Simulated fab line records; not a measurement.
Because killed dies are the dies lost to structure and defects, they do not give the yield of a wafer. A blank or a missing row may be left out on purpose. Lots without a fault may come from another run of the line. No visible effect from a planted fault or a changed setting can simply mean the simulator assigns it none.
Struck lot and sound lot, side by side :: flow gf180mcu :: 21 out of 602 route steps
Sound: the wafers L728.2, L728.3, L728.6. Wafers L737.1, L737.2, L737.3 were the ones struck. The cause comes at the end.
At each step with rows: each side's tool, then ch and its chambers, then its first start. Under that, the readings that differ: sound wafers :: struck wafers :: difference of the means :: sigmas: that difference in standard deviations of wafers without a fault.
alike: a reading whose means differ by less than 2 such deviations, as well as words and numbers matching on both sides. not compared: withheld readings; readings where some wafer has no value; bounds like >300 that might hide an equal value; numbers whose values overlap and for which the record gives no deviation.
Wherever a step has rows on one side only, a row that says differs or no value, or a row with sigmas, the two part there. Non-overlapping numbers with no deviation appear without sigmas and do not part them. A reading missing from all wafers of one side parts the sides only when that side holds two or more wafers.

first, 3 steps without rows for these wafers: GF_HV_LDD_EXPOSE_04 (exposes mask Nplus LV AREA, target cd 400 nm); GF_HV_LDD_PEB_05; GF_HV_LDD_DEVELOP_06 (develop time 60 s).
GF_HV_LDD_CD_MEAS_07: the cd target is 400 nm.
  sound: cdSem-01 at day 10 02:07; struck: cdSem-01 at day 12 18:39
  alike: cdNm
GF_HV_LDD_OVL_MEAS_08:
  sound: overlay-01 at day 10 02:13; struck: overlay-02 at day 12 18:46
  alike: HV_LDD_OVL
next, for these wafers, 1 step has no rows: GF_HV_LDD_IMPLANT_09.
GF_HV_LDD_STRIP_10: strips in O2/N2.
  sound on plasmaAsher-04 ch 0,1, day 10 02:23; struck on plasmaAsher-03 ch 0,1, day 12 18:58
  alike: chamberPressureMTorr, drypumpMotorCurrentA, heaterPowerW, o2FlowSccm, oesProductAu, stripTimeToEndpointS
  not compared: rfHoursCounterH
GF_HV_LDD_TW_MEAS_11:
  sound: filmMetro-04 at day 10 02:30; struck: filmMetro-03 at day 12 19:04
  alike: HV_LDD_TW
then, 4 steps without rows for these wafers: GF_HV_LDD_DEHYDRATE_12 (time 60 s); GF_HV_LDD_HMDS_13 (prime time 60 s); GF_HV_LDD_COAT_14 (resist thk 1000 nm); GF_HV_LDD_SOFTBAKE_15 (time 60 s).
GF_HV_LDD_EXPOSE_16: exposes mask Pplus LV AREA, target cd 400 nm.
  sound on ilineStepper-02 ch 0, day 10 11:22; struck on ilineStepper-02 ch 0, day 13 05:19
reading: mask
sound: Pplus_LV_AREA#0 Pplus_LV_AREA#0 Pplus_LV_AREA#0
struck: Pplus_HV_AREA#0 Pplus_HV_AREA#0 Pplus_HV_AREA#0
difference: differs
sigmas: 
  alike: reticleTempC
then, 2 steps without rows for these wafers: GF_HV_LDD_PEB_17; GF_HV_LDD_DEVELOP_18 (develop time 60 s).
GF_HV_LDD_CD_MEAS_19: the cd target is 400 nm.
  sound: cdSem-02 at day 10 20:16; struck: cdSem-02 at day 13 14:57
reading: cdNm (nm)
sound: 398.5 398.5 398.9
struck: - - -
difference: no value on the struck wafers
sigmas: 
GF_HV_LDD_OVL_MEAS_20:
  sound: overlay-02 at day 10 20:23; struck: overlay-02 at day 13 15:04
reading: HV_LDD_01_OVL (nm)
sound: 2.7 2.7 0.6
struck: - - -
difference: no value on the struck wafers
sigmas: 
next, for these wafers, 1 step has no rows: GF_HV_LDD_IMPLANT_21.
GF_HV_LDD_STRIP_22: strips in O2/N2.
  sound on plasmaAsher-02 ch 0,1, day 10 20:34; struck on plasmaAsher-03 ch 0,1, day 13 15:16
reading: heaterPowerW (W)
sound: 288 329 291
struck: 394 362 391
difference: +80
sigmas: +2
  alike: chamberPressureMTorr, drypumpMotorCurrentA, o2FlowSccm, oesProductAu, stripTimeToEndpointS
  not compared: rfHoursCounterH
GF_HV_LDD_TW_MEAS_23:
  sound: filmMetro-04 at day 10 20:40; struck: filmMetro-02 at day 13 15:37
reading: HV_LDD_2_TW
sound: 1046 1044 1048
struck: 30 30 30
difference: -1016
sigmas: -99 or more
  not compared: hold
next, for these wafers, 1 step has no rows: GF_PASSIVATION_PROBE_99.

== WHERE THEY PART ==
Last at GF_HV_LDD_TW_MEAS_23 as far as this record goes, first at GF_HV_LDD_EXPOSE_16.

WHY: what the simulator had put in
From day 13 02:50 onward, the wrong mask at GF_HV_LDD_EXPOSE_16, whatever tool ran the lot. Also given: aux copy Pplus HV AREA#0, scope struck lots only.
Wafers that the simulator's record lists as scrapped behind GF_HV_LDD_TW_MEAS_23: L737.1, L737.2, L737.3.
